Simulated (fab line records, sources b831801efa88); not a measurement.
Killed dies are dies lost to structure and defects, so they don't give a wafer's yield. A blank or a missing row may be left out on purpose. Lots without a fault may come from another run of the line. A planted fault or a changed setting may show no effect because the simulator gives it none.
fab line records | flow sky130
record lots=5 wafers=15 last_day=50
route steps=708 shown GATE_OXIDE@192 POLY_GATE@204 RES_PROTECT@206 PAD_OPEN@708
lots that met no fault: from a run of the same line without faults
start_h: hours from the record's first day to the start of the lot's first wafer shown | wait_h: hours since the lot's step before | " the same as in the row above | L1.1+2: a row that stands for several wafers | - no value, or no start given | * or withheld: withheld | < > ~ a bound
route shown NAME@n: a module of which the file shows steps, and the number in the route of the first | usual: mean/standard deviation of fault-free wafers | same: alike in all rows | chamber/n: place in a boat | sites: the reading at each site | _std_site: their standard deviation | _edge_site: outer sites' mean less inner sites' | radius_mm: how far each site lies from the wafer's centre | mask NAME#n: copy n | behind: the tool/chamber that last shaped the wafer | hold: why the lot was held/for how many hours/how that ended | device: the transistor (n, p or np) that didn't switch | end of line: the same wafers' tests at the end of the route | a step without rows: its recipe alone | killed: dies lost to structure and defects at the first sort, not the wafer's yield | map: a wafer's dies, x killed, . not, _ none there
set.NAME: the setting as run; set.NAME@STEP: as run at that earlier step | model.NAME: the simulator's own value behind a step, which no gauge read
lots at some steps of the route; a table a step, a row a wafer
services: from which hour (start_h, from the record's first day; less than 0 if before it) a tool's chamber was out of use, for how many hours, and why
## steps
# step SKY_GATE_OXIDE_COAT_05
# recipe resist=NOVOLAK spin_rpm=3000 resist_thk_nm=1140
# step SKY_GATE_OXIDE_SOFTBAKE_06
# recipe temp_c=90 time_s=60 resist=NOVOLAK
# step SKY_GATE_OXIDE_EXPOSE_07
# recipe mask_id=LVOM na=0.6 source_shape=conventional sigma_outer=0.6 polarization=unpolarized target_cd_nm=600 dose_mj=170
# step SKY_GATE_OXIDE_PEB_08
# recipe temp_c=withheld time_s=* resist=NOVOLAK
# step SKY_GATE_OXIDE_DEVELOP_09
# recipe resist=NOVOLAK developer=TMAH develop_time_s=60 dev_temp_c=23
# step SKY_GATE_OXIDE_OVL_MEAS_10
# usual GATE_OXIDE_OVL=-1.8/1.7
# columns lot.wafer tool chamber start_h wait_h GATE_OXIDE_OVL[nm]
L197.2 overlay-01 - 332.12 0.1 -0.5
L197.3 " - " " 0.7
L197.6 " - " " -0.7
L199.3 overlay-02 - 351.66 0.1 -3.7
L199.4 " - " " -4.2
L199.5 " - " " -3.4
L204.1 overlay-01 - 396.11 0.1 -1.7
L204.3 " - " " -2.1
L204.5 " - " " -2.0
L215.1 overlay-02 - 503.93 0.1 -1.0
L215.2 " - " " -0.7
L215.6 " - " " 0.1
L217.1 overlay-01 - 510.35 0.1 -3.3
L217.5 " - " " -4.2
L217.6 " - " " -2.3
# step SKY_GATE_OXIDE_IMPLANT_11
# recipe species=B energy_kev=10 dose_cm2=2.6e+12 tilt_deg=withheld
# step SKY_GATE_OXIDE_WET_ETCH_12
# recipe chemistry=dHF target_depth_nm=16.8 dry=n2_spin target=SiO2 dilution=100:1 temp_c=25 time_s=336
# step SKY_GATE_OXIDE_STRIP_13
# recipe chemistry=O2/N2 power_w=1400 pressure_mtorr=1500 platen_temp_c=withheld o2_flow_sccm=3000 n2_flow_sccm=300 overash_fraction=0.5
# usual drypump_motor_current_A=5.77/0.23 oes_product_au=0.715/0.0045 strip_time_to_endpoint_s=14.17/0.051
# columns lot.wafer tool chamber start_h wait_h drypump_motor_current_A oes_product_au rf_hours_counter_h strip_time_to_endpoint_s
L197.2 plasma_asher-01 0 332.41 0.0 5.60 0.713 65 14.14
L197.3 " 1 " " 5.83 0.710 - 14.16
L197.6 " 0 " " 5.61 0.719 - 14.12
L199.3 plasma_asher-04 0 351.98 0.0 6.22 0.718 - 14.14
L199.4 " 1 " " 5.79 0.716 - 14.21
L199.5 " 1 " " 5.78 0.709 - 14.19
L204.1 plasma_asher-04 1 396.41 0.0 5.79 0.713 59 14.12
L204.3 " 1 " " 5.79 0.713 - 14.11
L204.5 " 0 " " 6.21 0.714 - 14.16
L215.1 plasma_asher-01 0 504.23 0.0 5.60 0.714 7 14.19
L215.2 " 1 " " 5.82 0.724 7 14.17
L215.6 " 0 " " 5.59 0.725 - 14.15
L217.1 plasma_asher-01 0 510.64 0.0 5.60 0.711 7 14.25
L217.5 " 1 " " 5.85 0.712 - 14.25
L217.6 " 0 " " 5.61 0.716 - 14.22
# step SKY_GATE_OXIDE_TW_MEAS_14
# usual GATE_OXIDE_TW=225.7/1.7
# columns lot.wafer tool chamber start_h wait_h GATE_OXIDE_TW
L197.2 film_metro-01 - 332.52 0.1 229.4
L197.3 " - " " 227.6
L197.6 " - " " 227.6
L199.3 film_metro-01 - 352.07 0.1 228.0
L199.4 " - " " 226.5
L199.5 " - " " 227.1
L204.1 film_metro-04 - 396.51 0.1 225.8
L204.3 " - " " 226.2
L204.5 " - " " 225.7
L215.1 film_metro-03 - 504.33 0.1 225.3
L215.2 " - " " 224.7
L215.6 " - " " 225.8
L217.1 film_metro-03 - 510.74 0.1 224.9
L217.5 " - " " 225.8
L217.6 " - " " 225.3
# step SKY_GATE_OXIDE_CLEAN_15
# recipe chemistry=SC1/SC2 mix=1:4:20 temp_c=70 time_s=150 dry=n2_spin
# step SKY_GATE_OXIDE_OXIDATION_16
# recipe temp_c=800 ambient=O2 idle_temp_c=700 ramp_up_c_per_min=10 ramp_down_c_per_min=3 stabilise_s=600 purge_s=300 target_thk_a=35.7 ox_time_s=1915
# step SKY_POLY_GATE_CVD_00
# recipe material=poly-Si target_thk_nm=180 temp_c=620 time_s=720 pressure_mtorr=200
# usual zone_power_lower_pct=9.8/0.52 zone_power_top_pct=18.8/1.7
# columns lot.wafer tool chamber start_h wait_h zone_power_lower_pct zone_power_top_pct model.poly-Si_of_POLY_GATE_CVD_00.thk_nm
L197.2 lpcvd-01 1 335.24 0.0 10.5 17.2 181.1
L197.3 " 1 " " 10.4 16.7 180.6
L197.6 " 1 " " 10.3 16.9 180.8
L199.3 lpcvd-01 0 354.13 0.0 9.4 20.3 181.5
L199.4 " 0 " " 9.5 20.7 181.9
L199.5 " 0 " " 9.1 20.4 181.3
L204.1 lpcvd-01 1 399.45 0.0 10.2 16.9 165.4
L204.3 " 1 " " 10.4 17.4 165.2
L204.5 " 1 " " 10.3 17.1 166.3
L215.1 lpcvd-01 0 505.97 0.0 9.4 20.5 181.6
L215.2 " 0 " " 9.4 20.5 182.7
L215.6 " 0 " " 9.4 20.5 181.8
L217.1 lpcvd-01 0 512.38 0.0 9.4 20.4 181.4
L217.5 " 0 " " 9.3 20.3 182
L217.6 " 0 " " 9.5 21.0 182.3
# step SKY_POLY_GATE_THK_MEAS_01
# recipe reads=poly-Si_of_POLY_GATE_CVD_00
# usual POLY_GATE_CVD_00_THK=181.1/1.5
# columns lot.wafer tool chamber start_h wait_h POLY_GATE_CVD_00_THK[nm]
L197.2 film_metro-03 - 337.05 0.0 181.3
L197.3 " - " " 180.6
L197.6 " - " " 180.6
L199.3 film_metro-04 - 355.35 0.0 181.3
L199.4 " - " " 182.0
L199.5 " - " " 181.4
L204.1 film_metro-03 - 400.65 0.0 165.4
L204.3 " - " " 165.1
L204.5 " - " " 166.1
L215.1 film_metro-02 - 507.17 0.0 181.6
L215.2 " - " " 182.6
L215.6 " - " " 181.7
L217.1 film_metro-03 - 513.58 0.0 181.3
L217.5 " - " " 182.0
L217.6 " - " " 182.2
# step SKY_RES_PROTECT_DEHYDRATE_00
# recipe temp_c=200 time_s=60
# step SKY_RES_PROTECT_HMDS_01
# recipe prime_time_s=60 prime_temp_c=120
# step SKY_RES_PROTECT_COAT_02
# recipe resist=NOVOLAK spin_rpm=3000 resist_thk_nm=1140
# step SKY_RES_PROTECT_SOFTBAKE_03
# recipe temp_c=90 time_s=60 resist=NOVOLAK
# step SKY_RES_PROTECT_EXPOSE_04
# recipe mask_id=RPM na=0.6 source_shape=conventional sigma_outer=0.6 polarization=unpolarized target_cd_nm=1270 dose_mj=131
# step SKY_RES_PROTECT_PEB_05
# recipe temp_c=withheld time_s=* resist=NOVOLAK
# step SKY_RES_PROTECT_DEVELOP_06
# recipe resist=NOVOLAK developer=TMAH develop_time_s=60 dev_temp_c=23
# step SKY_POLY_GATE_IMPLANT_02
# recipe species=P energy_kev=30 dose_cm2=7.889e+15 tilt_deg=0
# step SKY_RES_PROTECT_STRIP_07
# recipe chemistry=O2/N2 power_w=1400 pressure_mtorr=1500 platen_temp_c=withheld o2_flow_sccm=3000 n2_flow_sccm=300 overash_fraction=0.5
# usual drypump_motor_current_A=5.7/0.35 oes_product_au=0.516/0.0046 strip_time_to_endpoint_s=23.40/0.041
# columns lot.wafer tool chamber start_h wait_h drypump_motor_current_A oes_product_au rf_hours_counter_h strip_time_to_endpoint_s
L197.2 plasma_asher-03 1 364.38 0.1 5.7 0.511 64 23.41
L197.3 " 0 " " 5.1 0.517 - 23.42
L197.6 " 0 " " 5.1 0.510 - 23.39
L199.3 plasma_asher-03 0 395.13 0.1 5.1 0.513 - 23.42
L199.4 " 1 " " 5.7 0.523 - 23.42
L199.5 " 1 " " 5.7 0.516 - 23.41
L204.1 plasma_asher-03 0 430.45 0.1 5.1 0.513 71 23.42
L204.3 " 1 " " 5.7 0.521 - 23.43
L204.5 " 0 " " 5.1 0.523 - 23.42
L215.1 plasma_asher-04 0 536.75 0.1 6.2 0.513 73 23.43
L215.2 " 1 " " 5.8 0.520 73 23.42
L215.6 " 0 " " 6.2 0.509 - 23.51
L217.1 plasma_asher-04 0 544.38 0.1 6.2 0.522 74 23.37
L217.5 " 0 " " 6.2 0.523 - 23.37
L217.6 " 1 " " 5.8 0.515 - 23.41
# step SKY_RES_PROTECT_TW_MEAS_08
# usual POLY_GATE_TW=4053/34
# columns lot.wafer tool chamber start_h wait_h POLY_GATE_TW
L197.2 film_metro-04 - 364.49 0.1 4062
L197.3 " - " " 4041
L197.6 " - " " 4051
L199.3 film_metro-01 - 395.22 0.1 4095
L199.4 " - " " 4093
L199.5 " - " " 4088
L204.1 film_metro-02 - 430.55 0.1 4072
L204.3 " - " " 4049
L204.5 " - " " 4038
L215.1 film_metro-01 - 536.85 0.1 4112
L215.2 " - " " 4110
L215.6 " - " " 4120
L217.1 film_metro-04 - 544.48 0.1 4009
L217.5 " - " " 4006
L217.6 " - " " 3997
# step SKY_RES_PROTECT_CLEAN_09
# recipe chemistry=SC1/SC2 mix=1:4:20 temp_c=70 time_s=150 dry=n2_spin
# step SKY_POLY_GATE_CVD_03
# recipe material=Si3N4 precursor=DCS/NH3 target_thk_nm=75 temp_c=770 time_s=1290 pressure_mtorr=250
# step SKY_POLY_GATE_THK_MEAS_04
# recipe reads=Si3N4_of_POLY_GATE_CVD_03
# usual POLY_GATE_CVD_03_THK=75.0/0.68
# columns lot.wafer tool chamber start_h wait_h POLY_GATE_CVD_03_THK[nm]
L197.2 film_metro-02 - 366.81 0.0 75.5
L197.3 " - " " 75.1
L197.6 " - " " 76.0
L199.3 film_metro-02 - 400.21 0.0 74.4
L199.4 " - " " 74.0
L199.5 " - " " 74.7
L204.1 film_metro-02 - 441.78 0.0 74.8
L204.3 " - " " 74.2
L204.5 " - " " 75.4
L215.1 film_metro-03 - 539.53 0.0 74.7
L215.2 " - " " 74.6
L215.6 " - " " 74.6
L217.1 film_metro-02 - 546.93 0.0 74.4
L217.5 " - " " 74.4
L217.6 " - " " 74.4
# step SKY_POLY_GATE_DEHYDRATE_05
# recipe temp_c=200 time_s=60
# step SKY_POLY_GATE_HMDS_06
# recipe prime_time_s=60 prime_temp_c=120
# step SKY_POLY_GATE_COAT_07
# recipe resist=BARC temp_c=withheld time_s=withheld spin_rpm=3000 resist_thk_nm=110
# step SKY_POLY_GATE_COAT_08
# recipe resist=KrF-thick spin_rpm=3000 resist_thk_nm=450
# step SKY_POLY_GATE_SOFTBAKE_09
# recipe temp_c=100 time_s=90 resist=KrF-thick
# step SKY_POLY_GATE_EXPOSE_10
# recipe mask_id=P1M na=0.68 source_shape=conventional sigma_outer=0.6 target_cd_nm=150 dose_mj=28
# step SKY_POLY_GATE_PEB_11
# recipe peb_temp_c=withheld peb_time_s=withheld resist=KrF-thick
# step SKY_POLY_GATE_DEVELOP_12
# recipe develop_time_s=60 resist=KrF-thick dev_temp_c=21
# step SKY_POLY_GATE_CD_MEAS_13
# recipe target_cd_nm=150
# usual cd_nm=150.1/1.2
# columns lot.wafer tool chamber start_h wait_h cd_nm
L197.2 cd_sem-02 - 394.23 - 149.1
L197.3 " - " " 149.2
L197.6 " - " " 148.7
L199.3 cd_sem-01 - 429.31 - 149.8
L199.4 " - " " 150.3
L199.5 " - " " 151.7
L204.1 cd_sem-02 - 474.36 - 149.0
L204.3 " - " " 148.7
L204.5 " - " " 149.5
L215.1 cd_sem-02 - 569.67 - 150.6
L215.2 " - " " 150.7
L215.6 " - " " 150.5
L217.1 cd_sem-02 - 577.30 - 151.0
L217.5 " - " " 151.6
L217.6 " - " " 151.5
# step SKY_POLY_GATE_OVL_MEAS_14
# usual POLY_GATE_OVL=0/5.7
# columns lot.wafer tool chamber start_h wait_h POLY_GATE_OVL[nm]
L197.2 overlay-01 - 394.34 0.1 -14
L197.3 " - " " 2
L197.6 " - " " -7
L199.3 overlay-02 - 429.40 0.1 -1
L199.4 " - " " -3
L199.5 " - " " 0
L204.1 overlay-02 - 474.48 0.1 3
L204.3 " - " " -8
L204.5 " - " " 2
L215.1 overlay-01 - 569.79 0.1 8
L215.2 " - " " 11
L215.6 " - " " 13
L217.1 overlay-02 - 577.42 0.1 12
L217.5 " - " " 13
L217.6 " - " " 5
# step SKY_POLY_GATE_ETCH_15
# recipe chemistry=N2/H2 target=BARC ion_energy_ev=200 source_w=500 bias_w=100 pressure_mtorr=30 n2_flow_sccm=100 h2_flow_sccm=200 stop_on=SiO2 time_s=118.5 target_depth_a=1100
# usual drypump_motor_current_A=5.6/0.48 oes_product_au=0.716/0.0048 throttle_valve_pct=13.212/0.0094
# columns lot.wafer tool chamber start_h wait_h drypump_motor_current_A oes_product_au rf_hours_counter_h throttle_valve_pct
L197.2 rie_diel-02 2 394.37 0.0 5.5 0.716 104 13.216
L197.3 " 0 " " 5.2 0.719 8 13.206
L197.6 " 1 " " 6.4 0.714 - 13.223
L199.3 rie_diel-01 1 429.43 0.0 5.3 0.717 10 13.211
L199.4 " 2 " " 6.1 0.724 10 13.198
L199.5 " 2 " " 6.1 0.713 - 13.203
L204.1 rie_diel-01 2 474.52 0.0 6.1 0.714 12 13.208
L204.3 " 3 " " 5.6 0.713 11 13.215
L204.5 " 3 " " 5.6 0.723 - 13.214
L215.1 rie_diel-03 1 569.83 0.0 5.5 0.720 3 13.216
L215.2 " 3 " " 6.0 0.719 8 13.208
L215.6 " 2 " " 5.1 0.716 - 13.182
L217.1 rie_diel-01 2 577.45 0.0 6.1 0.710 14 13.205
L217.5 " 1 " " 5.4 0.716 - 13.216
L217.6 " 2 " " 6.1 0.720 - 13.207
# step SKY_POLY_GATE_ETCH_16
# recipe stop_on=poly-Si chemistry=CH3F/O2 target=Si3N4 source_w=400 bias_w=80 pressure_mtorr=25 ch3f_flow_sccm=40 O2_flow_sccm=30 time_s=150 target_depth_a=750
# usual drypump_motor_current_A=5.6/0.48 oes_product_au=0.640/0.0051 throttle_valve_pct=10.536/0.01
# columns lot.wafer tool chamber start_h wait_h drypump_motor_current_A oes_product_au rf_hours_counter_h throttle_valve_pct model.poly-Si_of_POLY_GATE_CVD_00.thk_nm
L197.2 rie_diel-02 2 394.45 0.0 5.5 0.643 104 10.533 180.2
L197.3 " 0 " " 5.1 0.644 9 10.530 179.8
L197.6 " 1 " " 6.4 0.638 - 10.539 180
L199.3 rie_diel-01 1 429.51 0.0 5.3 0.636 10 10.526 180.6
L199.4 " 2 " " 6.1 0.629 11 10.527 181
L199.5 " 2 " " 6.1 0.635 - 10.536 180.4
L204.1 rie_diel-01 2 474.60 0.0 6.1 0.638 12 10.546 164.5
L204.3 " 3 " " 5.6 0.633 12 10.540 164.3
L204.5 " 3 " " 5.6 0.646 - 10.541 165.4
L215.1 rie_diel-03 1 569.91 0.0 5.5 0.636 3 10.532 180.7
L215.2 " 3 " " 5.9 0.647 8 10.546 181.8
L215.6 " 2 " " 5.1 0.637 - 10.541 180.9
L217.1 rie_diel-01 2 577.54 0.0 6.1 0.646 14 10.519 180.5
L217.5 " 1 " " 5.3 0.645 - 10.537 181.1
L217.6 " 2 " " 6.1 0.634 - 10.530 181.5
# step SKY_POLY_GATE_ETCH_17
# recipe target_depth_nm=180 stop_on=SiO2 over_etch_frac=0.56667 chemistry=HBr/Cl2 target=poly-Si icp_w=400 bias_w=100 pressure_mtorr=10 HBr_flow_sccm=150 Cl2_flow_sccm=50 time_s=70.5
# usual drypump_motor_current_A=5.9/0.45 oes_product_au=0.990/0.0077 throttle_valve_pct=33.685/0.0091
# columns lot.wafer tool chamber start_h wait_h drypump_motor_current_A oes_product_au rf_hours_counter_h throttle_valve_pct model.etch.depth_nm model.POLY_GATE.feature_depth_nm
L197.2 rie_si-02 3 394.55 0.0 6.3 0.994 39 33.676 180.2 180.2
L197.3 " 1 " " 5.2 0.994 49 33.683 179.8 179.8
L197.6 " 3 " " 6.3 0.999 - 33.691 180 180
L199.3 rie_si-02 1 429.61 0.0 5.2 0.997 49 33.685 180.6 180.6
L199.4 " 2 " " 5.9 0.991 1 33.698 181 181
L199.5 " 0 " " 5.2 0.988 - 33.681 177.5 177.5
L204.1 rie_si-01 3 474.70 0.0 6.2 0.934 50 33.671 164.5 164.5
L204.3 " 2 " " 6.3 0.936 4 33.691 164.3 164.3
L204.5 " 1 " " 5.9 0.932 - 33.684 165.4 165.4
L215.1 rie_si-01 3 570.01 0.0 6.2 0.990 0 33.691 180.7 180.7
L215.2 " 1 " " 6.0 0.996 19 33.693 181.8 181.8
L215.6 " 3 " " 6.2 0.995 - 33.699 180.9 180.9
L217.1 rie_si-02 2 577.64 0.0 5.8 0.991 2 33.700 180.5 180.5
L217.5 " 1 " " 5.2 0.999 - 33.698 181.1 181.1
L217.6 " 2 " " 5.8 0.998 - 33.700 181.5 181.5
# step SKY_POLY_GATE_STRIP_18
# recipe chemistry=O2/N2 power_w=1400 pressure_mtorr=1500 platen_temp_c=withheld o2_flow_sccm=3000 n2_flow_sccm=300 overash_fraction=0.5
# usual drypump_motor_current_A=5.7/0.35 oes_product_au=0.360/0.005 strip_time_to_endpoint_s=3.15/0.04
# columns lot.wafer tool chamber start_h wait_h drypump_motor_current_A oes_product_au rf_hours_counter_h strip_time_to_endpoint_s
L197.2 plasma_asher-01 1 394.60 0.0 5.8 0.353 70 3.20
L197.3 " 0 " " 5.6 0.355 - 3.19
L197.6 " 1 " " 5.8 0.363 - 3.16
L199.3 plasma_asher-03 1 429.70 0.1 5.7 0.345 - 3.09
L199.4 " 0 " " 5.1 0.364 - 3.13
L199.5 " 1 " " 5.7 0.355 - 3.12
L204.1 plasma_asher-04 1 474.75 0.0 5.8 0.364 67 3.12
L204.3 " 0 " " 6.2 0.361 - 3.16
L204.5 " 1 " " 5.8 0.363 - 3.17
L215.1 plasma_asher-03 0 570.06 0.0 5.2 0.366 85 3.16
L215.2 " 1 " " 5.7 0.359 85 3.07
L215.6 " 0 " " 5.1 0.359 - 3.14
L217.1 plasma_asher-01 0 577.69 0.0 5.6 0.349 14 3.11
L217.5 " 1 " " 5.8 0.352 - 3.07
L217.6 " 0 " " 5.6 0.353 - 3.07
# step SKY_PAD_OPEN_PROBE_99
# usual killed_at_M0_to_M3=43/7 killed_at_M4_up=3.3/1.8 killed_at_contacts=24/6.2 killed_at_front_end=16/4.7 killed_at_other=0.4/0.58 killed_dies=87/10 killed_open=47/6.4 killed_short=39/7
# same gross_dies=492 killed_at_back_side=0
# columns lot.wafer tool chamber start_h wait_h killed_at_M0_to_M3 killed_at_M4_up killed_at_contacts killed_at_front_end killed_at_other killed_dies killed_open killed_short model.etest.res_high_po.line_ohm_um model.etest.res_poly.line_ohm_um model.etest.res_high_po.rs_ohm_sq model.etest.cap_li_to_poly.c_af_um2 model.etest.res_poly.rs_ohm_sq
L197.2 prober-02 - 1091.26 0.1 41 2 32 8 0 83 46 37 767.3 504.7 263.1 100.9 47.11
L197.3 prober-02 - 1091.31 0.2 36 4 36 14 0 90 49 41 747 494.9 257.2 100.2 46.64
L197.6 prober-02 - 1091.46 0.2 40 6 44 15 0 105 49 56 741.8 492.4 261.3 99.59 46.75
L199.3 prober-02 - 1114.04 0.2 31 3 20 20 0 74 43 31 746.2 505.8 260.8 98.87 47.35
L199.4 prober-02 - 1114.09 0.2 50 3 20 7 0 80 48 32 751.7 503.7 262.8 99.45 47.44
L199.5 prober-02 - 1114.14 0.2 41 3 22 23 0 89 46 43 750.8 495.8 263.1 97.44 47.83
L204.1 prober-01 - 1147.29 0.1 45 6 36 17 1 105 59 45 786.6 549 276 98.76 50.2
L204.3 prober-01 - 1147.39 0.2 38 3 27 11 0 79 43 35 788.7 547.2 274.2 92.77 49.79
L204.5 prober-01 - 1147.49 0.2 47 3 22 12 0 84 44 40 774.2 533.1 276.1 95.47 50.01
L215.1 prober-01 - 1202.37 0.1 30 2 25 10 1 68 31 37 758.3 491.9 263.7 100.8 47.3
L215.2 prober-01 - 1202.42 0.1 35 3 18 16 0 72 39 33 727.9 500.6 256.6 98.11 46.22
L215.6 prober-01 - 1202.62 0.2 51 3 27 7 1 89 43 46 725.9 497.1 255 98.92 46.49
L217.1 prober-02 - 1203.24 0.1 43 3 21 21 0 88 36 52 721 494.1 250.1 99.91 45.77
L217.5 prober-02 - 1203.44 0.2 50 5 26 19 0 100 58 42 726.4 483.2 260.6 100.9 46.71
L217.6 prober-02 - 1203.49 0.2 45 5 24 17 0 91 59 32 723.2 493.9 251.2 99.19 45.79
# killed by level:class
L197.2 VIA1:geometric_particle:open=13 CONTACT:geometric_particle:short=8 CONTACT:geometric_particle:open=7 LI_CONTACT:geometric_particle:open=6 VIA1:geometric_particle:short=6 LOCAL_INTERCONNECT:geometric_particle:open=5 METAL1:geometric_particle:short=5 VIA3:geometric_particle:open=5
L197.3 CONTACT:geometric_particle:open=16 VIA1:geometric_particle:open=8 METAL2:geometric_particle:short=8 LOCAL_INTERCONNECT:geometric_particle:short=7 CONTACT:geometric_particle:short=6 VIA3:geometric_particle:open=6 LI_CONTACT:geometric_particle:open=5 METAL1:geometric_particle:short=5
L197.6 CONTACT:geometric_particle:open=13 LI_CONTACT:geometric_particle:short=9 CONTACT:geometric_particle:short=8 VIA1:geometric_particle:open=8 LOCAL_INTERCONNECT:geometric_particle:short=6 METAL3:geometric_particle:short=6 LI_CONTACT:geometric_particle:open=6 METAL1:geometric_particle:short=6
L199.3 POLY_GATE:geometric_particle:open=9 LI_CONTACT:geometric_particle:open=8 LOCAL_INTERCONNECT:geometric_particle:short=6 VIA1:geometric_particle:short=6 VIA1:geometric_particle:open=6 VIA2:geometric_particle:open=5 VIA3:geometric_particle:open=5 POLY_GATE:geometric_particle:short=4
L199.4 VIA1:geometric_particle:open=16 CONTACT:geometric_particle:open=9 METAL2:geometric_particle:short=7 VIA2:geometric_particle:open=7 LI_CONTACT:geometric_particle:open=4 METAL1:geometric_particle:short=4 VIA1:geometric_particle:short=4 VIA3:geometric_particle:open=4
L199.5 LI_CONTACT:geometric_particle:open=8 VIA3:geometric_particle:open=8 METAL1:geometric_particle:short=7 FIELD_ISO:geometric_particle:open=6 POLY_GATE:geometric_particle:short=6 CONTACT:geometric_particle:open=6 VIA1:geometric_particle:open=6 FIELD_ISO:geometric_particle:short=5
L204.1 LI_CONTACT:geometric_particle:open=11 CONTACT:geometric_particle:open=10 VIA2:geometric_particle:open=8 VIA3:geometric_particle:open=8 METAL2:geometric_particle:short=7 VIA1:geometric_particle:open=7 VIA3:geometric_particle:short=7 POLY_GATE:geometric_particle:short=5
L204.3 VIA1:geometric_particle:open=11 LI_CONTACT:geometric_particle:open=9 CONTACT:geometric_particle:open=9 LOCAL_INTERCONNECT:geometric_particle:short=5 METAL1:geometric_particle:short=5 VIA1:geometric_particle:short=5 VIA3:geometric_particle:short=5 POLY_GATE:geometric_particle:open=4
L204.5 METAL2:geometric_particle:short=10 VIA1:geometric_particle:open=10 LI_CONTACT:geometric_particle:open=9 VIA2:geometric_particle:open=7 VIA3:geometric_particle:open=6 CONTACT:geometric_particle:open=5 FIELD_ISO:geometric_particle:short=4 CONTACT:geometric_particle:short=4
L215.1 CONTACT:geometric_particle:open=10 VIA1:geometric_particle:open=8 METAL1:geometric_particle:short=6 VIA1:geometric_particle:short=6 LI_CONTACT:geometric_particle:open=4 LI_CONTACT:geometric_particle:short=4 CONTACT:geometric_particle:short=4 METAL3:geometric_particle:short=3
L215.2 LOCAL_INTERCONNECT:geometric_particle:short=6 CONTACT:geometric_particle:open=6 VIA2:geometric_particle:open=6 VIA3:geometric_particle:open=6 FIELD_ISO:geometric_particle:short=5 VIA1:geometric_particle:open=5 VIA1:geometric_particle:short=5 POLY_GATE:geometric_particle:open=4
L215.6 CONTACT:geometric_particle:open=13 VIA1:geometric_particle:open=9 METAL1:geometric_particle:short=8 VIA2:geometric_particle:short=8 VIA3:geometric_particle:open=7 CONTACT:geometric_particle:short=6 VIA1:geometric_particle:short=5 LI_CONTACT:geometric_particle:open=4
L217.1 VIA1:geometric_particle:open=7 VIA2:geometric_particle:short=7 LOCAL_INTERCONNECT:geometric_particle:short=5 CONTACT:geometric_particle:open=5 CONTACT:geometric_particle:short=5 METAL2:geometric_particle:short=5 VIA3:geometric_particle:open=5 FIELD_ISO:geometric_particle:short=4
L217.5 CONTACT:geometric_particle:open=13 VIA1:geometric_particle:open=10 VIA3:geometric_particle:open=10 METAL2:geometric_particle:short=9 FIELD_ISO:geometric_particle:open=5 CONTACT:geometric_particle:short=5 VIA2:geometric_particle:open=5 LOCAL_INTERCONNECT:geometric_particle:short=4
L217.6 VIA1:geometric_particle:open=12 CONTACT:geometric_particle:open=10 LI_CONTACT:geometric_particle:open=8 VIA3:geometric_particle:open=8 METAL2:geometric_particle:short=5 FIELD_ISO:geometric_particle:open=4 POLY_GATE:geometric_particle:open=4 SPACER:geometric_particle:open=4
## services
# columns tool chamber start_h hours kind
plasma_asher-03 - 338.38 0.4 repair
rie_diel-01 3 382.50 5.3 repair
plasma_asher-03 - 402.84 3.4 repair
rie_diel-01 2 417.03 5.7 repair
plasma_asher-01 - 421.35 9.0 pm
rie_diel-03 1 440.05 7.6 repair
plasma_asher-04 - 440.78 1.6 repair
rie_diel-03 0 444.38 24.7 repair
rie_diel-01 1 444.61 1.8 repair
plasma_asher-01 - 446.51 1.3 repair
rie_diel-02 - 446.61 2.8 pm
rie_si-01 2 457.54 4.0 repair
rie_diel-02 3 466.97 5.4 repair
rie_diel-02 3 478.36 3.0 repair
rie_diel-02 0 497.83 5.5 repair
lpcvd-01 - 499.63 0.9 repair
rie_diel-03 - 517.12 12.7 repair
rie_si-02 1 518.49 22.5 repair
rie_si-01 - 518.70 0.6 repair
rie_diel-03 3 533.66 8.5 repair
rie_diel-02 - 542.34 0.6 repair
rie_si-02 - 548.40 2.8 pm
plasma_asher-04 - 557.40 2.8 pm
rie_diel-01 3 576.84 7.6 repair
## key
first_sign step=SKY_POLY_GATE_THK_MEAS_01 reading=POLY_GATE_CVD_00_THK direction=down sigmas=10 usual=181.1 struck=165.5
effect step=SKY_POLY_GATE_ETCH_17 reading=oes_product_au direction=down sigmas=7.3 usual=0.990 struck=0.934
model_effect step=SKY_POLY_GATE_CVD_00 value=poly-Si_of_POLY_GATE_CVD_00.thk_nm without=180.3 struck=165.6
model_effect step=SKY_POLY_GATE_ETCH_16 value=poly-Si_of_POLY_GATE_CVD_00.thk_nm without=179.5 struck=164.7
model_effect step=SKY_POLY_GATE_ETCH_17 value=etch.depth_nm without=179.5 struck=164.7
model_effect step=SKY_PAD_OPEN_PROBE_99 value=etest.res_high_po.line_ohm_um without=744.5 struck=783.1
met_at SKY_POLY_GATE_CVD_00
struck_wafers L204.1,L204.3,L204.5
tester_left_out L204
onset_between 335.24 399.45
also_fits SKY_GATE_OXIDE_STRIP_13:plasma_asher-04
fault kind=process_parameter_drift tool=lpcvd-01 chamber=1 onset_h=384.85 steps=SKY_POLY_GATE_CVD_00 channel=target_thk_nm offset=-14.71 shape=step end_h=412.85 stated=180
# tester_left_out: of these lots the tester's yield and bins aren't shown, on N5 and GAA mostly nor the transistor test; their killed dies are dies lost to structure and defects alone, not to doping, threshold or leakage, so they don't give the yield
